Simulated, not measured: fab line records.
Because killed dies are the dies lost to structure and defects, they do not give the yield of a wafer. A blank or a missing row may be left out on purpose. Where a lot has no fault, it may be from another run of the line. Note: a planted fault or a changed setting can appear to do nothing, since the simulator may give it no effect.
fab line records + flow sky130
record:
- lots: 13
- wafers: 39
- last_day: 50
route steps=708 shown FIELD_ISO@5 PWDE@52 NWELL@60 VT_ADJUST_HVTP@95
lots with no fault: from the same line, run without faults
start_h: hours from the record's opening day to when the first of the lot's shown wafers began + wait_h: how many hours have passed since the lot's step before this one + " same as the row above + L1.1+2: one row covering several wafers at once + - either no value or no given start + * or withheld: withheld + < > ~ a bound
route shown NAME@n: NAME is a module with steps in the file, n the number in the route of the first one + usual: mean and standard deviation over wafers with no fault + same: alike in all rows + chamber/n: place in a boat + sites: per-site readings + _std_site: standard deviation of those values + _edge_site: outer sites' mean less inner sites' + radius_mm: how far each site lies from the wafer's centre + mask NAME#n: copy n + behind: tool/chamber where the wafer was last shaped + hold: why the lot went on hold/how many hours it stayed there/how the hold came to an end + device: names the non-switching transistor (n, p or np) + end of line: the route-end tests of the same wafers + where a step has no rows: the recipe by itself + killed: dies lost to structure and defects at the first sort, not the wafer's yield + map: a wafer's dies, marking killed ones x, the rest . and places with no die _
set.NAME: the setting that was run; set.NAME@STEP: the one run at that earlier step + model.NAME: the simulator's own value behind a step, which no gauge read
a sample of lots followed through the steps of the route, with each step as a table and each wafer as a row
services: when a tool's chamber went out of use (start_h, in hours from the record's first day, below 0 if earlier), for how many hours, and the reason
== steps ==
step: SKY_FIELD_ISO_THK_MEAS_04
recipe:
- reads: Si3N4_of_FIELD_ISO_CVD_03
usual:
- FIELD_ISO_CVD_03_THK: 159.3/1.4
| lot.wafer | tool          | chamber | start_h | wait_h | FIELD_ISO_CVD_03_THK[nm] |
|-----------|---------------|---------|---------|--------|--------------------------|
| L374.1    | film_metro-03 | -       | 36.31   | 0.0    | 159.8                    |
| L374.3    | "             | -       | "       | "      | 159.6                    |
| L374.5    | "             | -       | "       | "      | 159.8                    |
| L377.1    | film_metro-03 | -       | 36.37   | 0.1    | 157.9                    |
| L377.2    | "             | -       | "       | "      | 159.2                    |
| L377.4    | "             | -       | "       | "      | 159.7                    |
| L380.3    | film_metro-04 | -       | 44.87   | 0.0    | 160.1                    |
| L380.5    | "             | -       | "       | "      | 161.0                    |
| L380.6    | "             | -       | "       | "      | 160.7                    |
| L382.3    | film_metro-03 | -       | 53.50   | 0.0    | 159.8                    |
| L382.4    | "             | -       | "       | "      | 158.5                    |
| L382.5    | "             | -       | "       | "      | 159.8                    |
| L384.1    | film_metro-03 | -       | 64.70   | 0.0    | 161.9                    |
| L384.2    | "             | -       | "       | "      | 160.6                    |
| L384.4    | "             | -       | "       | "      | 162.2                    |
| L385.1    | film_metro-03 | -       | 71.24   | 0.0    | 157.1                    |
| L385.3    | "             | -       | "       | "      | 157.6                    |
| L385.5    | "             | -       | "       | "      | 158.4                    |
| L387.3    | film_metro-01 | -       | 78.50   | 0.0    | 160.7                    |
| L387.4    | "             | -       | "       | "      | 158.7                    |
| L387.6    | "             | -       | "       | "      | 161.3                    |
| L388.2    | film_metro-01 | -       | 85.60   | 0.0    | 160.8                    |
| L388.3    | "             | -       | "       | "      | 161.1                    |
| L388.6    | "             | -       | "       | "      | 159.3                    |
| L389.1    | film_metro-03 | -       | 88.50   | 0.0    | 161.2                    |
| L389.2    | "             | -       | "       | "      | 159.7                    |
| L389.3    | "             | -       | "       | "      | 158.8                    |
| L394.2    | film_metro-04 | -       | 115.15  | 0.0    | 159.3                    |
| L394.3    | "             | -       | "       | "      | 158.7                    |
| L394.4    | "             | -       | "       | "      | 158.4                    |
| L395.4    | film_metro-04 | -       | 118.51  | 0.1    | 161.2                    |
| L395.5    | "             | -       | "       | "      | 161.0                    |
| L395.6    | "             | -       | "       | "      | 160.8                    |
| L396.1    | film_metro-04 | -       | 124.20  | 0.0    | 160.2                    |
| L396.3    | "             | -       | "       | "      | 158.0                    |
| L396.4    | "             | -       | "       | "      | 159.7                    |
| L397.2    | film_metro-04 | -       | 129.70  | 0.0    | 156.4                    |
| L397.3    | "             | -       | "       | "      | 157.1                    |
| L397.6    | "             | -       | "       | "      | 157.4                    |
step: SKY_PWDE_OVL_MEAS_07
usual:
- PWDE_OVL: 0.9/1.5
| lot.wafer | tool       | chamber | start_h | wait_h | PWDE_OVL[nm] |
|-----------|------------|---------|---------|--------|--------------|
| L374.1    | overlay-01 | -       | 92.70   | -      | 1.7          |
| L374.3    | "          | -       | "       | "      | -0.2         |
| L374.5    | "          | -       | "       | "      | -0.5         |
| L377.1    | overlay-01 | -       | 94.70   | -      | -1.0         |
| L377.2    | "          | -       | "       | "      | 1.4          |
| L377.4    | "          | -       | "       | "      | 1.4          |
| L380.3    | overlay-02 | -       | 105.21  | -      | 3.6          |
| L380.5    | "          | -       | "       | "      | 3.1          |
| L380.6    | "          | -       | "       | "      | 2.8          |
| L382.3    | overlay-01 | -       | 114.85  | -      | 2.1          |
| L382.4    | "          | -       | "       | "      | 1.0          |
| L382.5    | "          | -       | "       | "      | 2.0          |
| L384.1    | overlay-01 | -       | 125.85  | -      | 0.1          |
| L384.2    | "          | -       | "       | "      | 1.4          |
| L384.4    | "          | -       | "       | "      | 1.7          |
| L385.1    | overlay-01 | -       | 131.94  | -      | -2.1         |
| L385.3    | "          | -       | "       | "      | 0.1          |
| L385.5    | "          | -       | "       | "      | -1.5         |
| L387.3    | overlay-02 | -       | 140.81  | -      | 0.7          |
| L387.4    | "          | -       | "       | "      | -0.2         |
| L387.6    | "          | -       | "       | "      | 2.6          |
| L388.2    | overlay-01 | -       | 148.71  | -      | 0.8          |
| L388.3    | "          | -       | "       | "      | 0.3          |
| L388.6    | "          | -       | "       | "      | 0.8          |
| L389.1    | overlay-01 | -       | 152.25  | -      | 0.1          |
| L389.2    | "          | -       | "       | "      | -1.5         |
| L389.3    | "          | -       | "       | "      | -0.2         |
| L394.2    | overlay-02 | -       | 185.16  | -      | 3.5          |
| L394.3    | "          | -       | "       | "      | 0.7          |
| L394.4    | "          | -       | "       | "      | 0.6          |
| L395.4    | overlay-02 | -       | 186.66  | -      | 3.1          |
| L395.5    | "          | -       | "       | "      | -0.6         |
| L395.6    | "          | -       | "       | "      | 0.4          |
| L396.1    | overlay-02 | -       | 195.34  | -      | 0.9          |
| L396.3    | "          | -       | "       | "      | 0.5          |
| L396.4    | "          | -       | "       | "      | -0.5         |
| L397.2    | overlay-01 | -       | 198.15  | -      | 1.5          |
| L397.3    | "          | -       | "       | "      | 2.6          |
| L397.6    | "          | -       | "       | "      | 0.3          |
step: SKY_NWELL_EXPOSE_07
recipe:
- mask_id: NWM
- na: 0.6
- source_shape: conventional
- sigma_outer: 0.6
- polarization: unpolarized
- target_cd_nm: 840
- dose_mj: 255
usual:
- reticle_temp_C: 23.01/0.11
| lot.wafer | tool             | chamber | start_h | wait_h | mask    | reticle_temp_C |
|-----------|------------------|---------|---------|--------|---------|----------------|
| L374.1    | iline_stepper-01 | 0       | 101.82  | -      | NWM#0   | 22.91          |
| L374.3    | "                | 0       | "       | "      | NWM#0   | 23.10          |
| L374.5    | "                | 0       | "       | "      | NWM#0   | 22.89          |
| L377.1    | iline_stepper-01 | 0       | 104.37  | -      | NWM#0   | 23.00          |
| L377.2    | "                | 0       | "       | "      | NWM#0   | 22.95          |
| L377.4    | "                | 0       | "       | "      | NWM#0   | 23.02          |
| L380.3    | iline_stepper-02 | 0       | 114.19  | -      | NWM#0   | 22.96          |
| L380.5    | "                | 0       | "       | "      | NWM#0   | 22.88          |
| L380.6    | "                | 0       | "       | "      | NWM#0   | 22.82          |
| L382.3    | iline_stepper-01 | 0       | 125.12  | -      | NWM#0   | 23.05          |
| L382.4    | "                | 0       | "       | "      | NWM#0   | 23.08          |
| L382.5    | "                | 0       | "       | "      | NWM#0   | 22.91          |
| L384.1    | iline_stepper-01 | 0       | 135.34  | -      | NWM#0   | 22.91          |
| L384.2    | "                | 0       | "       | "      | NWM#0   | 23.05          |
| L384.4    | "                | 0       | "       | "      | NWM#0   | 23.05          |
| L385.1    | iline_stepper-01 | 0       | 142.03  | -      | NWM#0   | 23.09          |
| L385.3    | "                | 0       | "       | "      | NWM#0   | 23.11          |
| L385.5    | "                | 0       | "       | "      | NWM#0   | 23.16          |
| L387.3    | iline_stepper-01 | 0       | 150.73  | -      | NWM#0   | 23.04          |
| L387.4    | "                | 0       | "       | "      | NWM#0   | 23.08          |
| L387.6    | "                | 0       | "       | "      | NWM#0   | 22.99          |
| L388.2    | iline_stepper-02 | 0       | 159.06  | -      | NWM#0   | 22.98          |
| L388.3    | "                | 0       | "       | "      | NWM#0   | 22.94          |
| L388.6    | "                | 0       | "       | "      | NWM#0   | 23.15          |
| L389.1    | iline_stepper-02 | 0       | 162.91  | -      | HVTPM#0 | 23.05          |
| L389.2    | "                | 0       | "       | "      | HVTPM#0 | 22.98          |
| L389.3    | "                | 0       | "       | "      | HVTPM#0 | 22.95          |
| L394.2    | iline_stepper-02 | 0       | 195.82  | -      | NWM#0   | 23.08          |
| L394.3    | "                | 0       | "       | "      | NWM#0   | 23.11          |
| L394.4    | "                | 0       | "       | "      | NWM#0   | 23.08          |
| L395.4    | iline_stepper-02 | 0       | 197.55  | -      | NWM#0   | 22.74          |
| L395.5    | "                | 0       | "       | "      | NWM#0   | 22.96          |
| L395.6    | "                | 0       | "       | "      | NWM#0   | 22.93          |
| L396.1    | iline_stepper-02 | 0       | 206.50  | -      | NWM#0   | 22.99          |
| L396.3    | "                | 0       | "       | "      | NWM#0   | 23.07          |
| L396.4    | "                | 0       | "       | "      | NWM#0   | 23.08          |
| L397.2    | iline_stepper-02 | 0       | 209.29  | -      | NWM#0   | 22.94          |
| L397.3    | "                | 0       | "       | "      | NWM#0   | 22.74          |
| L397.6    | "                | 0       | "       | "      | NWM#0   | 22.83          |
step: SKY_NWELL_OVL_MEAS_10
usual:
- NWELL_00_OVL: -0.7/1.4
| lot.wafer | tool       | chamber | start_h | wait_h | NWELL_00_OVL[nm] |
|-----------|------------|---------|---------|--------|------------------|
| L374.1    | overlay-01 | -       | 110.40  | -      | -2.3             |
| L374.3    | "          | -       | "       | "      | -1.9             |
| L374.5    | "          | -       | "       | "      | -3.0             |
| L377.1    | overlay-02 | -       | 113.05  | -      | -1.5             |
| L377.2    | "          | -       | "       | "      | -2.9             |
| L377.4    | "          | -       | "       | "      | -1.7             |
| L380.3    | overlay-01 | -       | 124.15  | -      | -1.5             |
| L380.5    | "          | -       | "       | "      | 0.4              |
| L380.6    | "          | -       | "       | "      | -0.9             |
| L382.3    | overlay-02 | -       | 133.75  | -      | -0.5             |
| L382.4    | "          | -       | "       | "      | -2.4             |
| L382.5    | "          | -       | "       | "      | 0.2              |
| L384.1    | overlay-01 | -       | 144.75  | -      | -0.7             |
| L384.2    | "          | -       | "       | "      | -3.1             |
| L384.4    | "          | -       | "       | "      | -0.5             |
| L385.1    | overlay-01 | -       | 151.84  | -      | -0.1             |
| L385.3    | "          | -       | "       | "      | 1.8              |
| L385.5    | "          | -       | "       | "      | -1.1             |
| L387.3    | overlay-01 | -       | 161.41  | -      | 0.2              |
| L387.4    | "          | -       | "       | "      | 0.4              |
| L387.6    | "          | -       | "       | "      | -1.5             |
| L388.2    | overlay-01 | -       | 169.71  | -      | -2.3             |
| L388.3    | "          | -       | "       | "      | -1.5             |
| L388.6    | "          | -       | "       | "      | -1.0             |
| L389.1    | overlay-01 | -       | 173.30  | -      | -                |
| L389.2    | "          | -       | "       | "      | -                |
| L389.3    | "          | -       | "       | "      | -                |
| L394.2    | overlay-01 | -       | 206.30  | -      | 0.0              |
| L394.3    | "          | -       | "       | "      | 0.4              |
| L394.4    | "          | -       | "       | "      | 0.7              |
| L395.4    | overlay-01 | -       | 208.26  | -      | -3.0             |
| L395.5    | "          | -       | "       | "      | -2.1             |
| L395.6    | "          | -       | "       | "      | -3.9             |
| L396.1    | overlay-01 | -       | 217.15  | -      | -1.1             |
| L396.3    | "          | -       | "       | "      | 1.5              |
| L396.4    | "          | -       | "       | "      | -2.3             |
| L397.2    | overlay-01 | -       | 220.25  | -      | -0.9             |
| L397.3    | "          | -       | "       | "      | -3.3             |
| L397.6    | "          | -       | "       | "      | -1.3             |
step: SKY_NWELL_TW_MEAS_15
usual:
- NWELL_TW: 1841/13
| lot.wafer | tool          | chamber | start_h | wait_h | NWELL_TW |
|-----------|---------------|---------|---------|--------|----------|
| L374.1    | film_metro-01 | -       | 110.99  | 0.1    | 1833     |
| L374.3    | "             | -       | "       | "      | 1843     |
| L374.5    | "             | -       | "       | "      | 1826     |
| L377.1    | film_metro-01 | -       | 113.64  | 0.1    | 1832     |
| L377.2    | "             | -       | "       | "      | 1835     |
| L377.4    | "             | -       | "       | "      | 1830     |
| L380.3    | film_metro-01 | -       | 124.75  | 0.1    | 1854     |
| L380.5    | "             | -       | "       | "      | 1838     |
| L380.6    | "             | -       | "       | "      | 1843     |
| L382.3    | film_metro-02 | -       | 134.39  | 0.1    | 1831     |
| L382.4    | "             | -       | "       | "      | 1838     |
| L382.5    | "             | -       | "       | "      | 1840     |
| L384.1    | film_metro-02 | -       | 145.34  | 0.1    | 1833     |
| L384.2    | "             | -       | "       | "      | 1835     |
| L384.4    | "             | -       | "       | "      | 1843     |
| L385.1    | film_metro-02 | -       | 152.43  | 0.1    | 1839     |
| L385.3    | "             | -       | "       | "      | 1839     |
| L385.5    | "             | -       | "       | "      | 1847     |
| L387.3    | film_metro-01 | -       | 162.01  | 0.1    | 1838     |
| L387.4    | "             | -       | "       | "      | 1840     |
| L387.6    | "             | -       | "       | "      | 1830     |
| L388.2    | film_metro-02 | -       | 170.30  | 0.1    | 1867     |
| L388.3    | "             | -       | "       | "      | 1866     |
| L388.6    | "             | -       | "       | "      | 1861     |
| L389.1    | film_metro-01 | -       | 173.94  | 0.1    | 31       |
| L389.2    | "             | -       | "       | "      | 31       |
| L389.3    | "             | -       | "       | "      | 31       |
| L394.2    | film_metro-02 | -       | 206.89  | 0.1    | 1842     |
| L394.3    | "             | -       | "       | "      | 1842     |
| L394.4    | "             | -       | "       | "      | 1849     |
| L395.4    | film_metro-02 | -       | 208.86  | 0.1    | 1841     |
| L395.5    | "             | -       | "       | "      | 1834     |
| L395.6    | "             | -       | "       | "      | 1841     |
| L396.1    | film_metro-01 | -       | 217.73  | 0.1    | 1855     |
| L396.3    | "             | -       | "       | "      | 1858     |
| L396.4    | "             | -       | "       | "      | 1850     |
| L397.2    | film_metro-03 | -       | 220.84  | 0.1    | 1821     |
| L397.3    | "             | -       | "       | "      | 1820     |
| L397.6    | "             | -       | "       | "      | 1815     |
step: SKY_VT_ADJUST_HVTP_STRIP_10
recipe:
- chemistry: O2/N2
- power_w: 1400
- pressure_mtorr: 1500
- platen_temp_c: withheld
- o2_flow_sccm: 3000
- n2_flow_sccm: 300
- overash_fraction: 0.5
usual:
- drypump_motor_current_A: 6.2/0.44
- oes_product_au: 0.716/0.0044
- strip_time_to_endpoint_s: 14.17/0.035
| lot.wafer | tool            | chamber | start_h | wait_h | drypump_motor_current_A | oes_product_au | rf_hours_counter_h | strip_time_to_endpoint_s |
|-----------|-----------------|---------|---------|--------|-------------------------|----------------|--------------------|--------------------------|
| L374.1    | plasma_asher-01 | 0       | 150.46  | 0.1    | 5.7                     | 0.723          | 48                 | 14.11                    |
| L374.3    | "               | 0       | "       | "      | 5.7                     | 0.713          | -                  | 14.14                    |
| L374.5    | "               | 1       | "       | "      | 6.3                     | 0.716          | -                  | 14.09                    |
| L377.1    | plasma_asher-04 | 1       | 153.55  | 0.1    | 6.8                     | 0.718          | 46                 | 14.22                    |
| L377.2    | "               | 0       | "       | "      | 6.3                     | 0.718          | 46                 | 14.19                    |
| L377.4    | "               | 1       | "       | "      | 6.8                     | 0.710          | -                  | 14.22                    |
| L380.3    | plasma_asher-01 | 1       | 164.38  | 0.1    | 6.3                     | 0.720          | -                  | 14.15                    |
| L380.5    | "               | 1       | "       | "      | 6.3                     | 0.708          | -                  | 14.19                    |
| L380.6    | "               | 0       | "       | "      | 5.7                     | 0.715          | -                  | 14.19                    |
| L382.3    | plasma_asher-02 | 0       | 175.84  | 0.1    | 5.4                     | 0.723          | -                  | 14.20                    |
| L382.4    | "               | 1       | "       | "      | 6.0                     | 0.714          | -                  | 14.16                    |
| L382.5    | "               | 0       | "       | "      | 5.4                     | 0.719          | -                  | 14.21                    |
| L384.1    | plasma_asher-04 | 0       | 187.25  | 0.1    | 6.3                     | 0.712          | 49                 | 14.16                    |
| L384.2    | "               | 1       | "       | "      | 6.8                     | 0.715          | 49                 | 14.16                    |
| L384.4    | "               | 0       | "       | "      | 6.3                     | 0.711          | -                  | 14.15                    |
| L385.1    | plasma_asher-04 | 1       | 195.90  | 0.1    | 6.8                     | 0.722          | 50                 | 14.22                    |
| L385.3    | "               | 0       | "       | "      | 6.3                     | 0.714          | -                  | 14.19                    |
| L385.5    | "               | 0       | "       | "      | 6.3                     | 0.718          | -                  | 14.23                    |
| L387.3    | plasma_asher-04 | 1       | 205.29  | 0.1    | 6.8                     | 0.719          | -                  | 14.17                    |
| L387.4    | "               | 0       | "       | "      | 6.3                     | 0.715          | -                  | 14.15                    |
| L387.6    | "               | 0       | "       | "      | 6.3                     | 0.716          | -                  | 14.20                    |
| L388.2    | plasma_asher-04 | 0       | 213.70  | 0.1    | 6.3                     | 0.711          | 52                 | 14.23                    |
| L388.3    | "               | 1       | "       | "      | 6.8                     | 0.712          | -                  | 14.17                    |
| L388.6    | "               | 0       | "       | "      | 6.3                     | 0.714          | -                  | 14.21                    |
| L389.1    | plasma_asher-04 | 1       | 218.56  | 0.1    | 6.8                     | 0.713          | 52                 | 14.18                    |
| L389.2    | "               | 0       | "       | "      | 6.3                     | 0.715          | 52                 | 14.12                    |
| L389.3    | "               | 1       | "       | "      | 6.8                     | 0.716          | -                  | 14.14                    |
| L394.2    | plasma_asher-01 | 0       | 254.00  | 0.1    | 5.7                     | 0.709          | 59                 | 14.19                    |
| L394.3    | "               | 1       | "       | "      | 6.3                     | 0.713          | -                  | 14.15                    |
| L394.4    | "               | 0       | "       | "      | 5.7                     | 0.705          | -                  | 14.18                    |
| L395.4    | plasma_asher-01 | 1       | 256.29  | 0.1    | 6.3                     | 0.723          | -                  | 14.15                    |
| L395.5    | "               | 1       | "       | "      | 6.2                     | 0.709          | -                  | 14.20                    |
| L395.6    | "               | 0       | "       | "      | 5.7                     | 0.713          | -                  | 14.12                    |
| L396.1    | plasma_asher-04 | 1       | 266.30  | 0.1    | 6.8                     | 0.714          | 57                 | 14.15                    |
| L396.3    | "               | 1       | "       | "      | 6.8                     | 0.713          | -                  | 14.15                    |
| L396.4    | "               | 0       | "       | "      | 6.3                     | 0.715          | -                  | 14.12                    |
| L397.2    | plasma_asher-04 | 0       | 270.11  | 0.1    | 6.3                     | 0.714          | 57                 | 14.23                    |
| L397.3    | "               | 1       | "       | "      | 6.8                     | 0.708          | -                  | 14.18                    |
| L397.6    | "               | 1       | "       | "      | 6.8                     | 0.717          | -                  | 14.17                    |
== services ==
| tool             | chamber | start_h | hours | kind        |
|------------------|---------|---------|-------|-------------|
| plasma_asher-02  | -       | 108.75  | 9.0   | pm          |
| plasma_asher-02  | 0       | 108.75  | 9.0   | vent_cycle  |
| plasma_asher-02  | 1       | 108.75  | 9.0   | vent_cycle  |
| plasma_asher-02  | -       | 110.40  | 1.7   | repair      |
| plasma_asher-02  | 0       | 117.75  | -     | clean       |
| plasma_asher-02  | 1       | 117.75  | -     | clean       |
| plasma_asher-01  | -       | 146.01  | 2.8   | pm          |
| plasma_asher-01  | -       | 161.33  | 1.3   | repair      |
| iline_stepper-02 | 0       | 169.09  | -     | calibration |
| iline_stepper-01 | -       | 189.03  | 28.9  | pm          |
| plasma_asher-02  | -       | 203.30  | 2.8   | pm          |
| iline_stepper-02 | -       | 217.92  | 1.7   | pm          |
== key ==
first_sign:
- step: SKY_NWELL_EXPOSE_07
- reading: mask
- direction: changed
effect:
- step: SKY_NWELL_OVL_MEAS_10
- reading: NWELL_00_OVL
- direction: missing
effect:
- step: SKY_NWELL_TW_MEAS_15
- reading: NWELL_TW
- direction: down
- sigmas: 99+
- usual: 1841
- struck: 31
met_at SKY_NWELL_EXPOSE_07
struck_lots L389
sort_left_out L389.1,L389.2,L389.3
tester_left_out L389
not_acting_at SKY_FIELD_ISO_THK_MEAS_04,SKY_PWDE_OVL_MEAS_07,SKY_VT_ADJUST_HVTP_STRIP_10
onset_between 159.06 162.91
fault:
- kind: wrong_mask
- tool: any
- chamber: -
- onset_h: 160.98
- steps: SKY_NWELL_EXPOSE_07
- aux_copy: HVTPM#0
- scope: struck_lots_only
tester_left_out: of these lots the tester's yield and bins aren't shown, on N5 and GAA mostly nor the transistor test; their killed dies are dies lost to structure and defects alone, not to doping, threshold or leakage, so they don't give the yield
sort_left_out: the simulated sort isn't trusted on such a fault, so these wafers' sort isn't shown, and their yield isn't known
